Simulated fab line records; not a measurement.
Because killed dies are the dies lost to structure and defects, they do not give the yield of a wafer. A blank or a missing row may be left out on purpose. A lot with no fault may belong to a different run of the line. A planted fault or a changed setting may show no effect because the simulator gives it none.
What tool caused it?    flow sky130    Sampling: 24 lots, 72 wafers, 4 of 708 route steps

## WHAT EACH GAUGE READ, for each wafer
SKY_VT_ADJUST_HVTR_OVL_MEAS_08.
lot   measured      on          VT_ADJUST_HVTR_OVL (nm)
L074  day 9 12:17   overlay-02  1.1 -0.1 -0.7
L075  day 9 22:04   overlay-01  0.9 1.9 2.4
L076  day 10 06:17  overlay-02  -0.3 -0.2 0.7
L077  day 10 09:50  overlay-02  0.5 2.9 0.6
L078  day 10 16:58  overlay-02  2.3 1.2 1.6
L079  day 11 00:05  overlay-02  1.0 0.7 2.5
L080  day 11 07:55  overlay-02  1.3 1.6 -0.8
L081  day 11 13:14  overlay-01  4.4 3.4 2.7
L082  day 11 18:03  overlay-02  0.0 -1.1 0.5
L084  day 12 09:47  overlay-02  2.7 3.3 2.6
L083  day 12 15:49  overlay-01  1.1 1.4 1.5
L085  day 12 17:38  overlay-02  2.9 2.9 2.9
L086  day 12 23:50  overlay-02  1.2 0.6 1.6
L087  day 13 08:13  overlay-02  0.0 1.2 1.4
L088  day 13 13:28  overlay-02  2.7 2.4 2.7
L089  day 13 19:58  overlay-02  0.4 2.5 1.8
L090  day 14 07:58  overlay-01  1.5 0.3 -0.8
L091  day 14 14:51  overlay-01  1.2 0.3 -0.2
L092  day 14 23:22  overlay-02  1.8 2.8 2.1
L093  day 15 05:31  overlay-02  -0.8 -2.3 -0.2
L094  day 15 12:37  overlay-01  0.9 0.2 -0.6
L095  day 15 15:41  overlay-01  0.7 2.0 2.5
L096  day 16 06:05  overlay-01  0.5 -0.4 0.6
L097  day 16 10:16  overlay-02  0.7 0.9 0.3

SKY_SONOS_TUNNEL_CD_MEAS_07: target cd 410 nm.
lot   measured      on        cdNm (nm)
L074  day 11 09:01  cdSem-01  410.6 411.9 410.9
L075  day 11 20:15  cdSem-02  410.2 409.3 409.7
L076  day 12 04:54  cdSem-02  409.5 409.9 409.2
L077  day 12 08:54  cdSem-02  406.4 405.1 405.2
L078  day 12 16:48  cdSem-02  412.2 412.2 412.9
L079  day 13 00:56  cdSem-01  410.9 411.6 411.4
L080  day 13 07:52  cdSem-02  410.8 413.3 413.7
L081  day 13 12:32  cdSem-01  415.1 415.6 414.9
L082  day 13 16:34  cdSem-02  407.0 406.2 408.5
L084  day 14 11:06  cdSem-02  409.0 409.5 409.0
L083  day 14 15:40  cdSem-02  410.5 411.2 413.5
L085  day 14 18:13  cdSem-02  408.6 410.8 410.1
L086  day 15 01:24  cdSem-02  413.1 414.8 412.0
L087  day 15 10:26  cdSem-02  410.9 408.9 406.9
L088  day 15 18:10  cdSem-01  410.0 408.5 408.5
L089  day 16 01:40  cdSem-02  410.1 413.8 411.1
L090  day 16 12:46  cdSem-01  407.9 409.0 407.8
L091  day 16 21:31  cdSem-02  404.7 406.0 408.4
L092  day 17 06:28  cdSem-01  408.6 408.8 408.4
L093  day 17 14:07  cdSem-02  414.6 414.7 414.7
L094  day 17 20:01  cdSem-01  412.9 413.5 412.8
L095  day 18 01:52  cdSem-01  413.7 412.3 412.8
L096  day 18 18:23  cdSem-02  407.6 409.1 407.5
L097  day 18 21:06  cdSem-01  406.1 407.1 407.8

SKY_RES_PROTECT_TW_MEAS_08.
lot   measured      on            POLY_GATE_TW
L074  day 14 21:46  filmMetro-03  4055 4027 4022
L075  day 15 10:22  filmMetro-01  3984 3983 3953
L076  day 17 04:38  filmMetro-02  3998 4026 4030
L077  day 17 05:00  filmMetro-03  4055 4041 4044
L078  day 17 05:18  filmMetro-01  3924 3940 3937
L079  day 17 09:46  filmMetro-01  3927 3932 3934
L080  day 17 10:03  filmMetro-01  3895 3897 3897
L081  day 17 16:35  filmMetro-01  3926 3917 3930
L082  day 17 16:17  filmMetro-02  4003 3992 4024
L084  day 18 08:24  filmMetro-01  3983 3984 3978
L083  day 18 14:03  filmMetro-01  3998 3969 3977
L085  day 18 22:22  filmMetro-01  3974 3991 3968
L086  day 19 03:45  filmMetro-03  4068 4066 4052
L087  day 19 14:25  filmMetro-03  4050 4073 4068
L088  day 19 20:23  filmMetro-01  3990 3991 3966
L089  day 20 05:56  filmMetro-03  4051 4054 4037
L090  day 20 18:55  filmMetro-02  3993 3983 3981
L091  day 21 02:08  filmMetro-03  4031 4020 4025
L092  day 21 12:34  filmMetro-03  4044 4041 4047
L093  day 21 23:16  filmMetro-03  4010 4013 4026
L094  day 22 04:39  filmMetro-02  4015 3980 3981
L095  day 22 09:17  filmMetro-03  4033 4020 4032
L096  day 23 00:55  filmMetro-01  3993 3974 3990
L097  day 23 04:55  filmMetro-02  4019 4003 4002

## WHICH TOOL RAN EACH LOT (tool, then ch and the chambers of the sampled wafers, then the start)
lot   SKY_VT_ADJUST_NCORE_STRIP_10
L074  plasmaAsher-03 ch 0,1, day 8 15:26
L075  plasmaAsher-01 ch 0,1, day 9 00:26
L076  plasmaAsher-01 ch 0,1, day 9 08:15
L077  plasmaAsher-01 ch 0,1, day 9 12:20
L078  plasmaAsher-01 ch 0,1, day 9 19:35
L079  plasmaAsher-02 ch 0,1, day 10 02:02
L080  plasmaAsher-01 ch 0,1, day 10 09:38
L081  plasmaAsher-02 ch 0,1, day 10 14:56
L082  plasmaAsher-03 ch 0,1, day 10 19:12
L084  plasmaAsher-01 ch 0,1, day 11 09:48
L083  plasmaAsher-03 ch 0,1, day 11 14:53
L085  plasmaAsher-01 ch 0,1, day 11 17:47
L086  plasmaAsher-01 ch 0,1, day 12 00:30
L087  plasmaAsher-03 ch 0,1, day 12 09:30
L088  plasmaAsher-01 ch 0,1, day 12 15:27
L089  plasmaAsher-01 ch 0,1, day 12 22:09
L090  plasmaAsher-03 ch 0,1, day 13 07:12
L091  plasmaAsher-02 ch 0,1, day 13 13:08
L092  plasmaAsher-02 ch 1, day 13 20:39
L093  plasmaAsher-01 ch 0,1, day 14 02:18
L094  plasmaAsher-02 ch 0, day 14 04:47
L095  plasmaAsher-02 ch 0,1, day 14 13:29
L096  plasmaAsher-01 ch 0,1, day 15 02:41
L097  plasmaAsher-02 ch 0,1, day 15 06:39
- SKY_VT_ADJUST_NCORE_STRIP_10: strips in O2/N2.

## AS READ BY THE TOOLS THEMSELVES (means over the sampled wafers that have a number; for cases with no such wafer, the mark the record gives instead)
SKY_VT_ADJUST_NCORE_STRIP_10.
lot   tool            drypumpMotorCurrentA (A)  oesProductAu (a.u.)  stripTimeToEndpointS (s)
L074  plasmaAsher-03  6.1                       0.717                14.20
L075  plasmaAsher-01  5.6                       0.721                14.27
L076  plasmaAsher-01  5.7                       0.716                14.20
L077  plasmaAsher-01  5.4                       0.712                14.24
L078  plasmaAsher-01  5.4                       0.719                14.16
L079  plasmaAsher-02  5.2                       0.717                14.20
L080  plasmaAsher-01  5.6                       0.715                14.17
L081  plasmaAsher-02  5.2                       0.719                14.12
L082  plasmaAsher-03  6.3                       0.715                14.26
L084  plasmaAsher-01  5.7                       0.714                14.16
L083  plasmaAsher-03  6.3                       0.714                14.21
L085  plasmaAsher-01  5.4                       0.714                14.21
L086  plasmaAsher-01  5.6                       0.717                14.18
L087  plasmaAsher-03  6.2                       0.714                14.21
L088  plasmaAsher-01  5.6                       0.717                14.20
L089  plasmaAsher-01  5.7                       0.717                14.28
L090  plasmaAsher-03  6.3                       0.712                14.25
L091  plasmaAsher-02  5.1                       0.715                14.16
L092  plasmaAsher-02  5.2                       0.716                14.19
L093  plasmaAsher-01  5.6                       0.712                14.21
L094  plasmaAsher-02  5.2                       0.717                14.21
L095  plasmaAsher-02  5.2                       0.711                14.20
L096  plasmaAsher-01  5.4                       0.715                14.21
L097  plasmaAsher-02  5.1                       0.721                14.18

## THE ANSWER, worked out from the rows above alone
Rule: what is usual is taken from the lots themselves. The widest of any qualifying gaps counts: lots, ordered by their means at a reading, are off when they make up no more than a third of the lots, leave a main group of 4 or more, and stand apart from it by 3 or more times the standard deviation of that group's means. Not used: any main group whose means are identical at the precision the tables above print for the reading. Also off: a lot with no number at a reading for which 4 or more lots have one. All remaining lots with rows at the step are treated as sound. First the gauges in route order, then the tools' own readings, where a lot's mean is used as printed above. At the first step where some lot is off, the reading lying furthest off is the one used; lots without a number count as furthest.
No lot is off at any reading shown: from this, nothing can be told.

## WHAT THE SIMULATOR HAD INSERTED
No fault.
